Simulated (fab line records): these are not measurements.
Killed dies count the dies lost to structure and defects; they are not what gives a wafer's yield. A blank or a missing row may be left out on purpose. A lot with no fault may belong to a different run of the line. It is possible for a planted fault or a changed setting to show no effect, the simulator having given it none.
Which of the tools did it?    flow sky130    11 lots, 33 wafers sampled, at 3 steps of a route of 708

## WHAT EACH GAUGE READ, for each wafer
SKY_SD_P_CD_MEAS_07 targets a cd of 380 nm.
lot   measured      on        cdNm (nm)
L367  day 25 11:08  cdSem-01  378.4 375.7 380.1
L369  day 25 22:45  cdSem-02  376.4 375.2 377.9
L371  day 26 19:51  cdSem-01  382.6 381.3 382.5
L372  day 27 06:21  cdSem-02  381.7 381.6 380.0
L376  day 28 11:44  cdSem-02  381.6 381.2 381.0
L377  day 28 21:08  cdSem-02  384.6 379.6 380.9
L380  day 30 01:17  cdSem-01  382.1 382.9 381.0
L382  day 30 10:45  cdSem-02  380.2 380.1 380.2
L384  day 31 04:08  cdSem-01  380.2 379.9 380.2
L387  day 32 01:58  cdSem-01  382.4 382.3 383.3
L388  day 32 16:13  cdSem-01  377.9 379.1 378.4

## TOOL THAT RAN EACH LOT (tool first, then ch and the chambers of the sampled wafers, then the start)
lot   SKY_FIELD_ISO_CMP_27          SKY_SONOS_ONO_STRIP_17
L367  cmp-02 ch 0,3, day 2 12:54    plasmaAsher-04 ch 0,1, day 12 19:33
L369  cmp-02 ch 0,3, day 2 19:43    plasmaAsher-03 ch 0,1, day 13 04:01
L371  cmp-01 ch 1,3, day 3 08:38    plasmaAsher-04 ch 1, day 14 00:55
L372  cmp-01 ch 0,2,3, day 3 12:28  plasmaAsher-03 ch 0,1, day 14 07:43
L376  cmp-02 ch 0,1,2, day 4 08:55  plasmaAsher-03 ch 1, day 15 13:19
L377  cmp-01 ch 0,1,2, day 4 13:30  plasmaAsher-03 ch 0,1, day 15 19:31
L380  cmp-01 ch 1,2,3, day 5 06:41  plasmaAsher-02 ch 0,1, day 17 02:24
L382  cmp-02 ch 1,2,3, day 5 16:18  plasmaAsher-03 ch 0,1, day 17 17:25
L384  cmp-02 ch 0,3, day 6 02:18    plasmaAsher-03 ch 0,1, day 18 09:35
L387  cmp-01 ch 0,1,3, day 6 16:14  plasmaAsher-03 ch 0,1, day 19 11:00
L388  cmp-01 ch 0,2,3, day 6 23:34  plasmaAsher-04 ch 0,1, day 19 21:03
- SKY_FIELD_ISO_CMP_27: polishes, stops on Si3N4, t overpolish 16 s, target thk 457.8 nm.
- SKY_SONOS_ONO_STRIP_17: strips in O2/N2.

## THE ANSWER, worked out from the rows above alone
Rule: the lots themselves supply what counts as usual. The widest of any qualifying gaps counts: lots, ordered by their means at a reading, are off when they make up no more than a third of the lots, leave a main group of 4 or more, and stand apart from it by 3 or more times the standard deviation of that group's means. A main group is skipped when, at the precision printed for the reading in the tables above, its means are all equal. Also off: a lot with no number at a reading for which 4 or more lots have one. Where the step has rows for the other lots, those lots are counted as sound.
Nothing can be told from this: no lot is off at any reading shown.

## WHAT HAD BEEN PUT IN BY THE SIMULATOR
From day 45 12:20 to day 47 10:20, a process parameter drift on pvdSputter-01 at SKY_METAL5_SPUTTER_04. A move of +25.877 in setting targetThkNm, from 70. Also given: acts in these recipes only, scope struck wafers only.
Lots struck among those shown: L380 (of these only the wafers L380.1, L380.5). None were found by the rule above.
